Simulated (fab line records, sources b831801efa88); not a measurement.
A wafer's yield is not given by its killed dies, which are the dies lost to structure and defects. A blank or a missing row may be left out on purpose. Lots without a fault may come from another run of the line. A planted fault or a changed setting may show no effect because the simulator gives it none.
fab line records	flow sky130
record lots=24	wafers=72	last_day=50
route steps=708 shown CAPM@549 VIA3@575 CAP2M@605 VIA4@658 PASSIVATION@682
lots untouched by any fault: they come from a run of this same line in which no faults occurred
start_h: the number of hours between the record's first day and the start of the first shown wafer of the lot	wait_h: time in hours since the lot's previous step	" same as the row above	L1.1+2: a single row standing in for several wafers	- no value, or no start given	* or withheld: withheld	< > ~ a bound
route shown NAME@n: names a module that has steps shown in the file, with the first one's number in the route	usual: mean and standard deviation over wafers with no fault	same: alike in all rows	chamber/n: place in a boat	sites: readings site by site	_std_site: how widely they spread, as a standard deviation	_edge_site: the outer-site mean with the inner-site mean subtracted	radius_mm: for every site, how far away it sits from the centre of the wafer	mask NAME#n: copy n	behind: the most recent tool/chamber to have shaped the wafer	hold: why the lot went on hold/how many hours it stayed there/how the hold came to an end	device: the n, p or np transistor that did not switch	end of line: the tests these same wafers got at the end of their route	for a step that has no rows: nothing shown but its recipe	killed: count of dies lost to structure and defects at first sort (not the wafer's yield)	map: per-die view of a wafer (x killed, . not killed, _ where there is no die)
set.NAME: the setting as run; set.NAME@STEP: as run at that earlier step	model.NAME: the simulator's own value behind a step, which no gauge read
route steps across a sampled set of lots; one table per step, one row per wafer
services: from which hour (start_h, from the record's first day; less than 0 if before it) a tool's chamber was out of use, for how many hours, and why
## steps
# step SKY_CAPM_OVL_MEAS_12
# usual CAPM_OVL=0.4/1.2
lot.wafer	tool	chamber	start_h	wait_h	CAPM_OVL[nm]
L074.1	overlay-02	-	872.93	0.1	0.9
L074.2	"	-	"	"	1.4
L074.5	"	-	"	"	2.0
L075.2	overlay-02	-	877.44	0.1	-0.4
L075.3	"	-	"	"	-0.4
L075.6	"	-	"	"	-0.4
L076.3	overlay-01	-	887.53	0.1	0.2
L076.5	"	-	"	"	2.7
L076.6	"	-	"	"	1.5
L077.2	overlay-01	-	902.97	0.1	-1.1
L077.3	"	-	"	"	-0.8
L077.5	"	-	"	"	-0.1
L078.1	overlay-01	-	908.97	0.1	2.2
L078.4	"	-	"	"	3.0
L078.6	"	-	"	"	1.1
L079.2	overlay-02	-	916.02	0.1	-0.2
L079.4	"	-	"	"	-1.0
L079.6	"	-	"	"	-0.5
L080.3	overlay-01	-	925.85	0.1	0.5
L080.4	"	-	"	"	2.0
L080.5	"	-	"	"	1.4
L081.1	overlay-02	-	931.18	0.1	-1.5
L081.2	"	-	"	"	-0.5
L081.3	"	-	"	"	0.0
L082.1	overlay-02	-	941.58	0.1	1.8
L082.3	"	-	"	"	1.4
L082.5	"	-	"	"	1.1
L083.4	overlay-02	-	943.14	0.1	1.1
L083.5	"	-	"	"	1.9
L083.6	"	-	"	"	1.3
L084.2	overlay-02	-	950.37	0.1	-0.5
L084.5	"	-	"	"	0.1
L084.6	"	-	"	"	0.2
L086.1	overlay-01	-	962.48	0.1	0.1
L086.2	"	-	"	"	-0.3
L086.5	"	-	"	"	-1.1
L085.3	overlay-01	-	966.99	0.1	1.0
L085.4	"	-	"	"	-0.3
L085.5	"	-	"	"	0.5
L087.2	overlay-02	-	969.59	0.1	1.0
L087.3	"	-	"	"	2.0
L087.5	"	-	"	"	1.8
L088.3	overlay-01	-	974.88	0.1	1.3
L088.5	"	-	"	"	2.1
L088.6	"	-	"	"	2.7
L089.1	overlay-02	-	982.13	0.1	1.2
L089.2	"	-	"	"	-1.1
L089.4	"	-	"	"	-0.3
L090.2	overlay-02	-	984.24	0.1	-1.5
L090.3	"	-	"	"	-1.2
L090.5	"	-	"	"	-1.9
L091.3	overlay-01	-	998.35	0.1	2.1
L091.4	"	-	"	"	-0.2
L091.6	"	-	"	"	1.6
L092.2	overlay-02	-	1001.27	0.1	2.4
L092.4	"	-	"	"	1.6
L092.6	"	-	"	"	2.1
L093.2	overlay-02	-	1011.09	0.1	-2.2
L093.3	"	-	"	"	-0.9
L093.4	"	-	"	"	-1.0
L094.1	overlay-02	-	1018.23	0.1	1.3
L094.3	"	-	"	"	0.9
L094.5	"	-	"	"	0.1
L095.3	overlay-02	-	1019.80	0.1	0.7
L095.4	"	-	"	"	-1.1
L095.5	"	-	"	"	-1.3
L096.2	overlay-01	-	1028.48	0.1	-0.5
L096.3	"	-	"	"	0.4
L096.4	"	-	"	"	1.2
L097.1	overlay-02	-	1031.62	0.1	0.1
L097.3	"	-	"	"	-0.3
L097.4	"	-	"	"	0.5
# step SKY_VIA3_CMP_02
# recipe material=SiO2	down_force_psi=4	platen_rpm=60	pad_velocity_m_s=0.94248
# usual motor_current_A=13.0/1.1
lot.wafer	tool	chamber	start_h	wait_h	motor_current_A
L074.2	cmp-02	0	900.23	0.4	12.3
L074.1	"	2	"	"	12.9
L074.5	"	3	"	"	14.0
L075.2	cmp-02	2	904.89	0.1	13.6
L075.3	"	3	"	"	13.7
L075.6	"	0	"	"	12.8
L076.3	cmp-02	0	918.20	2.7	12.0
L076.5	"	3	"	"	14.5
L076.6	"	0	"	"	12.6
L077.2	cmp-02	0	928.41	0.4	13.9
L077.3	"	2	"	"	12.9
L077.5	"	0	"	"	12.2
L078.4	cmp-01	2	935.29	0.1	12.1
L078.1	"	3	"	"	11.0
L078.6	"	2	"	"	12.7
L079.2	cmp-02	2	941.42	0.1	13.4
L079.4	"	3	"	"	13.1
L079.6	"	1	"	"	11.8
L080.4	cmp-02	1	952.25	0.0	11.9
L080.3	"	3	"	"	12.9
L080.5	"	1	"	"	11.4
L081.3	cmp-02	2	957.76	0.0	13.6
L081.2	"	3	"	"	13.7
L081.1	"	1	"	"	11.8
L082.3	cmp-02	1	967.30	0.0	11.5
L082.1	"	3	"	"	14.1
L082.5	"	1	"	"	11.6
L083.4	cmp-02	3	970.19	0.2	14.1
L083.5	"	2	"	"	13.6
L083.6	"	3	"	"	13.7
L084.2	cmp-02	3	976.59	0.1	14.1
L084.6	"	2	"	"	14.0
L084.5	"	3	"	"	14.3
L086.2	cmp-01	1	988.13	0.0	15.6
L086.1	"	2	"	"	12.6
L086.5	"	2	"	"	13.0
L085.4	cmp-02	0	991.81	0.0	12.1
L085.3	"	1	"	"	11.9
L085.5	"	0	"	"	12.8
L087.2	cmp-02	2	995.19	0.0	13.4
L087.3	"	3	"	"	12.9
L087.5	"	3	"	"	14.3
L088.3	cmp-01	0	1000.58	0.1	13.7
L088.5	"	2	"	"	12.6
L088.6	"	3	"	"	11.4
L089.1	cmp-01	3	1007.44	0.1	10.7
L089.2	"	0	"	"	13.9
L089.4	"	1	"	"	15.5
L090.2	cmp-02	3	1008.90	0.1	14.2
L090.3	"	1	"	"	12.0
L090.5	"	3	"	"	14.2
L091.3	cmp-02	3	1022.78	0.0	14.1
L091.4	"	2	"	"	12.6
L091.6	"	0	"	"	12.7
L092.2	cmp-02	2	1025.69	0.0	12.9
L092.4	"	3	"	"	14.0
L092.6	"	2	"	"	14.3
L093.2	cmp-01	0	1035.96	0.0	13.5
L093.3	"	1	"	"	15.9
L093.4	"	3	"	"	10.8
L094.1	cmp-02	3	1042.58	0.1	13.4
L094.3	"	1	"	"	12.3
L094.5	"	2	"	"	12.9
L095.4	cmp-01	0	1043.79	0.1	14.2
L095.3	"	2	"	"	13.2
L095.5	"	0	"	"	14.3
L096.3	cmp-02	1	1052.28	0.2	12.5
L096.2	"	3	"	"	14.0
L096.4	"	0	"	"	12.9
L097.4	cmp-02	2	1057.02	0.0	13.8
L097.1	"	3	"	"	13.1
L097.3	"	1	"	"	11.8
# step SKY_CAP2M_SPUTTER_02
# recipe material=TiN	target_thk_nm=200	temp_c=300	power_w=6500	time_s=166.7	chamber_pressure_pa=0.4
# usual susceptor_temp_C=300.00/0.18	throttle_valve_pct=30.3/1
lot.wafer	tool	chamber	start_h	wait_h	susceptor_temp_C	throttle_valve_pct
L074.1	pvd_sputter-04	-	927.33	0.1	299.85	32.3
L074.2	"	-	"	"	299.92	29.6
L074.5	"	-	"	"	300.04	29.7
L075.2	pvd_sputter-01	-	930.07	0.0	299.84	30.5
L075.3	"	-	"	"	300.17	31.1
L075.6	"	-	"	"	300.10	30.9
L076.3	pvd_sputter-01	-	944.67	0.0	300.16	30.5
L076.5	"	-	"	"	300.04	30.5
L076.6	"	-	"	"	300.32	30.6
L077.2	pvd_sputter-01	-	954.63	0.0	299.93	30.4
L077.3	"	-	"	"	300.00	30.9
L077.5	"	-	"	"	300.15	31.1
L078.1	pvd_sputter-04	-	961.64	0.1	300.10	32.3
L078.4	"	-	"	"	300.07	29.6
L078.6	"	-	"	"	299.94	30.2
L079.2	pvd_sputter-01	-	968.14	0.0	299.92	30.9
L079.4	"	-	"	"	299.86	30.3
L079.6	"	-	"	"	299.78	30.4
L080.3	pvd_sputter-04	-	979.82	0.0	299.95	30.0
L080.4	"	-	"	"	299.81	29.0
L080.5	"	-	"	"	299.67	30.1
L081.1	pvd_sputter-02	-	983.82	0.1	299.91	30.5
L081.2	"	-	"	"	299.94	29.7
L081.3	"	-	"	"	300.01	27.8
L082.1	pvd_sputter-01	-	992.87	0.1	300.20	30.5
L082.3	"	-	"	"	300.15	30.5
L082.5	"	-	"	"	299.94	30.6
L083.4	pvd_sputter-01	-	996.12	0.0	299.81	30.4
L083.5	"	-	"	"	300.29	30.4
L083.6	"	-	"	"	300.13	30.8
L084.2	pvd_sputter-01	-	1001.88	0.0	300.29	30.5
L084.5	"	-	"	"	300.24	30.6
L084.6	"	-	"	"	300.07	30.3
L086.1	pvd_sputter-01	-	1013.46	0.1	300.12	30.4
L086.2	"	-	"	"	299.61	30.9
L086.5	"	-	"	"	299.87	30.8
L085.3	pvd_sputter-02	-	1017.39	0.0	299.63	29.8
L085.4	"	-	"	"	299.91	28.0
L085.5	"	-	"	"	299.92	29.9
L087.2	pvd_sputter-01	-	1020.62	0.0	300.21	31.1
L087.3	"	-	"	"	299.90	30.4
L087.5	"	-	"	"	300.01	30.8
L088.3	pvd_sputter-02	-	1025.36	0.0	300.34	31.5
L088.5	"	-	"	"	299.85	28.1
L088.6	"	-	"	"	300.10	30.2
L089.1	pvd_sputter-02	-	1032.22	0.1	299.91	28.0
L089.2	"	-	"	"	300.25	31.6
L089.4	"	-	"	"	300.04	30.1
L090.2	pvd_sputter-01	-	1033.79	0.0	300.66	30.7
L090.3	"	-	"	"	299.77	30.4
L090.5	"	-	"	"	300.03	31.2
L091.3	pvd_sputter-02	-	1047.22	0.0	299.97	27.9
L091.4	"	-	"	"	299.94	31.3
L091.6	"	-	"	"	299.95	31.3
L092.2	pvd_sputter-02	-	1050.64	0.0	299.87	30.2
L092.4	"	-	"	"	299.82	29.7
L092.6	"	-	"	"	299.93	30.4
L093.2	pvd_sputter-02	-	1059.57	0.0	299.94	31.7
L093.3	"	-	"	"	299.79	27.7
L093.4	"	-	"	"	299.71	31.4
L094.1	pvd_sputter-02	-	1066.42	0.1	300.06	27.8
L094.3	"	-	"	"	299.56	31.3
L094.5	"	-	"	"	299.86	31.4
L095.3	pvd_sputter-02	-	1068.07	0.0	300.02	31.5
L095.4	"	-	"	"	299.66	27.9
L095.5	"	-	"	"	299.95	30.5
L096.2	pvd_sputter-01	-	1075.95	0.0	299.77	31.0
L096.3	"	-	"	"	299.97	30.9
L096.4	"	-	"	"	299.85	30.9
L097.1	pvd_sputter-01	-	1080.88	0.1	299.91	30.8
L097.3	"	-	"	"	300.12	30.7
L097.4	"	-	"	"	300.12	30.8
# step SKY_CAP2M_OVL_MEAS_12
# usual CAP2M_OVL=0.4/1.4
lot.wafer	tool	chamber	start_h	wait_h	CAP2M_OVL[nm]
L074.1	overlay-02	-	951.78	0.1	-0.4
L074.2	"	-	"	"	-0.8
L074.5	"	-	"	"	0.4
L075.2	overlay-02	-	954.24	0.1	-0.1
L075.3	"	-	"	"	0.8
L075.6	"	-	"	"	2.2
L076.3	overlay-02	-	969.30	0.1	1.2
L076.5	"	-	"	"	0.6
L076.6	"	-	"	"	0.5
L077.2	overlay-01	-	978.84	0.1	2.5
L077.3	"	-	"	"	3.3
L077.5	"	-	"	"	2.4
L078.1	overlay-01	-	985.22	0.1	2.6
L078.4	"	-	"	"	2.0
L078.6	"	-	"	"	1.5
L079.2	overlay-02	-	991.14	0.1	-0.4
L079.4	"	-	"	"	-2.5
L079.6	"	-	"	"	-1.3
L080.3	overlay-01	-	1003.39	0.1	-0.3
L080.4	"	-	"	"	0.4
L080.5	"	-	"	"	-0.4
L081.1	overlay-02	-	1006.97	0.1	-1.0
L081.2	"	-	"	"	0.3
L081.3	"	-	"	"	-0.5
L082.1	overlay-01	-	1016.27	0.1	1.7
L082.3	"	-	"	"	0.4
L082.5	"	-	"	"	1.6
L083.4	overlay-01	-	1018.80	0.1	-0.1
L083.5	"	-	"	"	0.4
L083.6	"	-	"	"	1.0
L084.2	overlay-01	-	1024.57	0.1	1.3
L084.5	"	-	"	"	1.8
L084.6	"	-	"	"	0.1
L086.1	overlay-01	-	1035.87	0.1	-0.3
L086.2	"	-	"	"	-0.1
L086.5	"	-	"	"	1.2
L085.3	overlay-02	-	1039.24	0.1	2.0
L085.4	"	-	"	"	-0.5
L085.5	"	-	"	"	0.0
L087.2	overlay-02	-	1042.82	0.1	0.3
L087.3	"	-	"	"	-0.3
L087.5	"	-	"	"	0.0
L088.3	overlay-02	-	1047.64	0.1	-1.6
L088.5	"	-	"	"	-1.7
L088.6	"	-	"	"	-0.8
L089.1	overlay-02	-	1055.47	0.1	3.1
L089.2	"	-	"	"	1.0
L089.4	"	-	"	"	0.0
L090.2	overlay-01	-	1056.08	0.1	1.7
L090.3	"	-	"	"	1.2
L090.5	"	-	"	"	2.1
L091.3	overlay-02	-	1068.60	0.1	-2.4
L091.4	"	-	"	"	0.4
L091.6	"	-	"	"	-2.0
L092.2	overlay-02	-	1072.17	0.1	-1.4
L092.4	"	-	"	"	-2.1
L092.6	"	-	"	"	-1.9
L093.2	overlay-01	-	1080.68	0.1	1.0
L093.3	"	-	"	"	0.2
L093.4	"	-	"	"	3.1
L094.1	overlay-01	-	1086.92	0.1	0.8
L094.3	"	-	"	"	1.1
L094.5	"	-	"	"	-0.1
L095.3	overlay-01	-	1088.35	0.1	-1.6
L095.4	"	-	"	"	-0.7
L095.5	"	-	"	"	-1.3
L096.2	overlay-01	-	1096.47	0.1	0.8
L096.3	"	-	"	"	1.5
L096.4	"	-	"	"	0.5
L097.1	overlay-01	-	1100.77	0.1	2.1
L097.3	"	-	"	"	0.6
L097.4	"	-	"	"	0.5
# step SKY_VIA4_RS_MEAS_19
# recipe thk_meas_gauge=four-point-probe	reads=W_of_VIA4_CVD_18+TiN_of_VIA4_SPUTTER_17
# usual VIA4_W_RS=0.2176/0.0026
lot.wafer	tool	chamber	start_h	wait_h	VIA4_W_RS[ohm/sq]
L074.1	film_metro-04	-	1002.49	0.1	0.2170
L074.2	"	-	"	"	0.2186
L074.5	"	-	"	"	0.2168
L075.2	film_metro-01	-	1005.60	0.1	0.2187
L075.3	"	-	"	"	0.2192
L075.6	"	-	"	"	0.2163
L076.3	film_metro-04	-	1018.64	0.1	0.2201
L076.5	"	-	"	"	0.2197
L076.6	"	-	"	"	0.2215
L077.2	film_metro-02	-	1028.41	0.1	0.2198
L077.3	"	-	"	"	0.2197
L077.5	"	-	"	"	0.2204
L078.1	film_metro-02	-	1033.25	0.1	0.2153
L078.4	"	-	"	"	0.2140
L078.6	"	-	"	"	0.2163
L079.2	film_metro-04	-	1039.99	0.1	0.2188
L079.4	"	-	"	"	0.2200
L079.6	"	-	"	"	0.2167
L080.3	film_metro-02	-	1051.54	0.2	0.2170
L080.4	"	-	"	"	0.2156
L080.5	"	-	"	"	0.2164
L081.1	film_metro-01	-	1054.59	0.1	0.2142
L081.2	"	-	"	"	0.2180
L081.3	"	-	"	"	0.2164
L082.1	film_metro-04	-	1062.99	0.1	0.2183
L082.3	"	-	"	"	0.2208
L082.5	"	-	"	"	0.2166
L083.4	film_metro-01	-	1066.51	0.1	0.2212
L083.5	"	-	"	"	0.2168
L083.6	"	-	"	"	0.2200
L084.2	film_metro-02	-	1072.51	0.1	0.2161
L084.5	"	-	"	"	0.2200
L084.6	"	-	"	"	0.2163
L086.1	film_metro-02	-	1082.24	0.3	0.2134
L086.2	"	-	"	"	0.2140
L086.5	"	-	"	"	0.2151
L085.3	film_metro-02	-	1084.71	0.1	0.2127
L085.4	"	-	"	"	0.2141
L085.5	"	-	"	"	0.2163
L087.2	film_metro-04	-	1088.81	0.1	0.2189
L087.3	"	-	"	"	0.2166
L087.5	"	-	"	"	0.2187
L088.3	film_metro-02	-	1093.08	0.1	0.2206
L088.5	"	-	"	"	0.2200
L088.6	"	-	"	"	0.2200
L089.1	film_metro-04	-	1099.89	0.1	0.2208
L089.2	"	-	"	"	0.2208
L089.4	"	-	"	"	0.2206
L090.2	film_metro-02	-	1101.07	0.1	0.2219
L090.3	"	-	"	"	0.2199
L090.5	"	-	"	"	0.2190
L091.3	film_metro-04	-	1113.13	0.1	0.2184
L091.4	"	-	"	"	0.2175
L091.6	"	-	"	"	0.2146
L092.2	film_metro-02	-	1115.80	0.1	0.2146
L092.4	"	-	"	"	0.2127
L092.6	"	-	"	"	0.2124
L093.2	film_metro-02	-	1123.32	0.1	0.2153
L093.3	"	-	"	"	0.2162
L093.4	"	-	"	"	0.2139
L094.1	film_metro-01	-	1130.04	0.1	0.2222
L094.3	"	-	"	"	0.2209
L094.5	"	-	"	"	0.2198
L095.3	film_metro-02	-	1131.01	0.1	0.2231
L095.4	"	-	"	"	0.2229
L095.5	"	-	"	"	0.2241
L096.2	film_metro-04	-	1139.61	0.1	0.2116
L096.3	"	-	"	"	0.2132
L096.4	"	-	"	"	0.2134
L097.1	film_metro-02	-	1142.94	0.1	0.2192
L097.3	"	-	"	"	0.2202
L097.4	"	-	"	"	0.2214
# step SKY_PASSIVATION_THK_MEAS_01
# recipe reads=SiO2_of_PASSIVATION_CVD_00
# usual PASSIVATION_CVD_00_THK=89.9/1.3
lot.wafer	tool	chamber	start_h	wait_h	PASSIVATION_CVD_00_THK[nm]
L074.1	film_metro-03	-	1026.90	-	88.9
L074.2	"	-	"	"	91.2
L074.5	"	-	"	"	90.9
L075.2	film_metro-04	-	1029.85	-	88.6
L075.3	"	-	"	"	88.6
L075.6	"	-	"	"	90.6
L076.3	film_metro-03	-	1042.77	-	90.3
L076.5	"	-	"	"	90.5
L076.6	"	-	"	"	91.1
L077.2	film_metro-04	-	1051.95	-	90.4
L077.3	"	-	"	"	91.0
L077.5	"	-	"	"	90.6
L078.1	film_metro-01	-	1057.59	-	90.7
L078.4	"	-	"	"	92.5
L078.6	"	-	"	"	90.5
L079.2	film_metro-03	-	1063.10	-	91.1
L079.4	"	-	"	"	91.7
L079.6	"	-	"	"	92.1
L080.3	film_metro-04	-	1074.29	-	91.6
L080.4	"	-	"	"	92.4
L080.5	"	-	"	"	91.4
L081.1	film_metro-03	-	1077.12	-	88.3
L081.2	"	-	"	"	87.7
L081.3	"	-	"	"	90.1
L082.1	film_metro-04	-	1085.39	-	89.7
L082.3	"	-	"	"	90.0
L082.5	"	-	"	"	90.8
L083.4	film_metro-01	-	1088.14	-	88.5
L083.5	"	-	"	"	90.4
L083.6	"	-	"	"	91.2
L084.2	film_metro-01	-	1094.60	-	90.8
L084.5	"	-	"	"	90.8
L084.6	"	-	"	"	91.1
L086.1	film_metro-01	-	1104.12	-	88.6
L086.2	"	-	"	"	87.9
L086.5	"	-	"	"	90.4
L085.3	film_metro-04	-	1106.98	-	88.6
L085.4	"	-	"	"	88.1
L085.5	"	-	"	"	89.3
L087.2	film_metro-03	-	1110.71	-	88.7
L087.3	"	-	"	"	88.5
L087.5	"	-	"	"	90.0
L088.3	film_metro-04	-	1114.59	-	88.4
L088.5	"	-	"	"	89.2
L088.6	"	-	"	"	90.9
L089.1	film_metro-04	-	1121.27	-	90.3
L089.2	"	-	"	"	89.3
L089.4	"	-	"	"	88.9
L090.2	film_metro-03	-	1122.73	-	87.9
L090.3	"	-	"	"	88.0
L090.5	"	-	"	"	90.8
L091.3	film_metro-03	-	1133.93	-	90.3
L091.4	"	-	"	"	91.0
L091.6	"	-	"	"	92.1
L092.2	film_metro-04	-	1137.44	-	89.3
L092.4	"	-	"	"	90.5
L092.6	"	-	"	"	89.0
L093.2	film_metro-01	-	1144.00	-	89.6
L093.3	"	-	"	"	90.5
L093.4	"	-	"	"	91.9
L094.1	film_metro-04	-	1149.91	-	88.1
L094.3	"	-	"	"	90.2
L094.5	"	-	"	"	87.8
L095.3	film_metro-03	-	1151.21	-	90.4
L095.4	"	-	"	"	90.7
L095.5	"	-	"	"	90.7
L096.2	film_metro-04	-	1159.76	-	87.3
L096.3	"	-	"	"	87.8
L096.4	"	-	"	"	89.1
L097.1	film_metro-04	-	1162.01	-	90.4
L097.3	"	-	"	"	89.0
L097.4	"	-	"	"	90.7
## services
tool	chamber	start_h	hours	kind
pvd_sputter-02	-	879.73	4.7	repair
pvd_sputter-02	-	883.68	1.9	repair
pvd_sputter-02	-	886.52	8.0	repair
cmp-01	-	899.61	26.6	repair
pvd_sputter-01	-	900.27	2.9	repair
pvd_sputter-01	3	905.83	-	consumable_replace:kit
pvd_sputter-01	3	905.83	18.0	scheduled_down
pvd_sputter-01	3	905.83	18.0	vent_cycle
cmp-02	-	912.05	4.0	pm
cmp-02	-	916.05	-	consumable_replace:conditioner
cmp-02	-	916.05	-	consumable_replace:pad
cmp-01	-	926.22	4.9	pm
pvd_sputter-02	-	929.84	1.9	repair
cmp-01	-	937.13	0.5	repair
cmp-01	-	950.83	4.0	repair
cmp-01	-	966.08	16.0	repair
pvd_sputter-01	-	978.01	2.5	repair
cmp-02	-	982.08	6.8	pm
pvd_sputter-01	-	1004.63	2.2	repair
cmp-02	-	1009.49	6.2	repair
cmp-02	-	1036.50	1.0	repair
cmp-01	-	1048.51	11.1	pm
cmp-02	-	1059.61	4.7	pm
cmp-01	-	1064.35	6.6	pm
## key
fault none
